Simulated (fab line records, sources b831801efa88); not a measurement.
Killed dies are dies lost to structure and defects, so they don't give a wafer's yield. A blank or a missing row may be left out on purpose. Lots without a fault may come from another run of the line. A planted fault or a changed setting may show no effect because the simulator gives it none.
Which tool did it? | flow sfq_line | 14 lots, 42 wafers sampled, at 1 step of a route of 325

WHAT THE GAUGES READ, wafer by wafer
The record holds no reading of a measuring or inspecting step that can be judged against a usual standard deviation.

WHICH TOOL RAN EACH LOT (tool, then ch and the chambers of the sampled wafers, then the start)
lot  | SFQ_TRILAYER_I0_DEP_PECVD_027
L164 | pecvd-02 ch 0,1, day 5 15:50
L165 | pecvd-01 ch 0,1, day 5 19:26
L166 | pecvd-01 ch 0,1, day 5 23:02
L169 | pecvd-02 ch 0,1,2, day 7 03:56
L170 | pecvd-02 ch 0,1, day 7 09:53
L171 | pecvd-02 ch 0,1,2, day 7 14:41
L172 | pecvd-01 ch 0,1,2, day 7 19:31
L173 | pecvd-02 ch 0,1,2, day 8 03:56
L175 | pecvd-01 ch 0,1,2, day 10 02:55
L178 | pecvd-02 ch 0,1, day 11 01:44
L180 | pecvd-02 ch 0,1, day 11 08:55
L181 | pecvd-04 ch 0,2, day 12 06:05
L184 | pecvd-01 ch 0,2, day 12 20:28
L187 | pecvd-01 ch 0,1,2, day 13 15:47
- SFQ_TRILAYER_I0_DEP_PECVD_027: deposits SiO2 from SiH4/N2O, time 111.11 s, target thk 500 nm.

WHAT THE TOOLS THEMSELVES READ (means of the sampled wafers that have a number; where no wafer has one, the mark that the record gives instead)
SFQ_TRILAYER_I0_DEP_PECVD_027. Usual: heater_power_w 83 W, standard deviation 16; rf_fwd_power_W 182.2 W, standard deviation 0.59; throttle_valve_pct 24.6 %, standard deviation 0.95.
lot  | tool     | heater_power_w (W) | rf_fwd_power_W (W) | throttle_valve_pct (%) | flag
L164 | pecvd-02 | 88                 | 182.6              | 24.5                   |
L165 | pecvd-01 | 62                 | 182.4              | 24.4                   |
L166 | pecvd-01 | 67                 | 182.3              | 23.5                   |
L169 | pecvd-02 | 94                 | 181.4              | 24.2                   |
L170 | pecvd-02 | 100                | 181.6              | 24.1                   |
L171 | pecvd-02 | 86                 | 181.8              | 24.2                   |
L172 | pecvd-01 | 75                 | 182.1              | 24.2                   |
L173 | pecvd-02 | 81                 | 182.3              | 24.4                   |
L175 | pecvd-01 | 79                 | 182.6              | 24.7                   |
L178 | pecvd-02 | 83                 | 211.4              | 24.5                   | OFF
L180 | pecvd-02 | 73                 | 210.7              | 24.5                   | OFF
L181 | pecvd-04 | 98                 | 181.8              | 26.6                   |
L184 | pecvd-01 | 86                 | 182.5              | 24.4                   |
L187 | pecvd-01 | 80                 | 181.8              | 25.0                   |

THE ANSWER, worked out from the rows above alone
Rule: a lot is off if the mean of its wafers that have a number lies more than 3 standard deviations from the usual mean. A lot without any number at a reading at which 4 lots or more have one is off too. The other lots that the step has rows for count as sound. The gauges are gone through in route order, then the tools' own readings, and for those a lot's mean is taken as printed above. The first step at which some lot is off is used, and at that step the reading that is off furthest; a lot without a number counts as furthest.
Off: L178, L180, at SFQ_TRILAYER_I0_DEP_PECVD_027 (rf_fwd_power_W).
A tool fits if, at that step or a process step before it, it ran every lot that is off, and no sound lot after the first of them. One fits: pecvd-02 at SFQ_TRILAYER_I0_DEP_PECVD_027. Its last sound lot is L173 (day 8 03:56), its first lot that is off L178 (day 11 01:44): a fault that began between those two fits.
The tool's own readings at SFQ_TRILAYER_I0_DEP_PECVD_027 bear it out: on the lots that are off they differ by more than 5 times the standard deviation of the sound lots' means. rf_fwd_power_W reads 211.1 W there against 182.1 W on the sound lots.

WHAT THE SIMULATOR HAD PUT IN
Process parameter drift: pecvd-02, from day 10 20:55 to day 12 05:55, at SFQ_TRILAYER_I0_DEP_PECVD_027. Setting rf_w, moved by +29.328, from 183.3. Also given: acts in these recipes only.
Lots struck among those shown: L178, L180. The rule above found the same.
